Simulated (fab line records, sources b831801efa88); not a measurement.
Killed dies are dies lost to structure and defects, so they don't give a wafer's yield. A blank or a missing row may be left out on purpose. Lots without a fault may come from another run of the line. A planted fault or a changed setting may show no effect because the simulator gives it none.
Chamber matching | flow gf180mcu | GF_SAB_CVD_00 on pecvd-03: 3 sister chambers
The step deposits SiO2 from TEOS, target thk 50 nm, time 4.9302 s. 16 wafers are shown with their chamber, then 8 later ones without.

WAFERS WITH THEIR CHAMBER
wafer  | chamber | heater_power_w (W)
L187.3 | 0       | 753
L187.4 | 0       | 593
L187.5 | 2       | 547
L189.2 | 2       | 562
L189.4 | 1       | 650
L189.5 | 2       | 557
L191.1 | 2       | 547
L191.2 | 0       | 715
L191.6 | 1       | 670
L202.1 | 0       | 727
L202.5 | 0       | 731
L202.6 | 1       | 625
L205.2 | 0       | 606
L205.3 | 2       | 600
L205.6 | 1       | 516
L206.1 | 2       | 564

SIGNATURES (means of the wafers above)
reading        | chamber 0 | chamber 1 | chamber 2 | scatter within a chamber
heater_power_w | 687.50    | 615.25    | 562.83    | 55.6
Rule: a wafer's distance from a chamber is the root of the sum, over the readings, of the square of ((its reading less the chamber's mean) divided by the reading's scatter). The wafer belongs to the nearest chamber; if the next one is less than 2 further off, it can't be placed. The scatter: the root of (the sum of the squares of (reading less its chamber's mean) over the shown wafers, divided by (wafers less chambers)).

WAFERS WITHOUT THEIR CHAMBER
wafer  | heater_power_w (W)
L206.4 | 747
L206.6 | 571
L208.1 | 598
L208.4 | 567
L208.6 | 606
L210.2 | 588
L210.4 | 614
L210.6 | 587

WHICH CHAMBER EACH WENT THROUGH
wafer  | from the rows above          | in truth
L206.4 | can't be placed: 0 or 1      | 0
L206.6 | can't be placed: 2 or 1 or 0 | 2
L208.1 | can't be placed: 1 or 2 or 0 | 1
L208.4 | can't be placed: 2 or 1      | 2
L208.6 | can't be placed: 1 or 2 or 0 | 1
L210.2 | can't be placed: 2 or 1 or 0 | 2
L210.4 | can't be placed: 1 or 2 or 0 | 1
L210.6 | can't be placed: 2 or 1 or 0 | 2
Placed correctly: 0 of 8. Can't be placed from these rows: 8 (the true chamber is among the candidates in 8). Placed wrongly: 0.
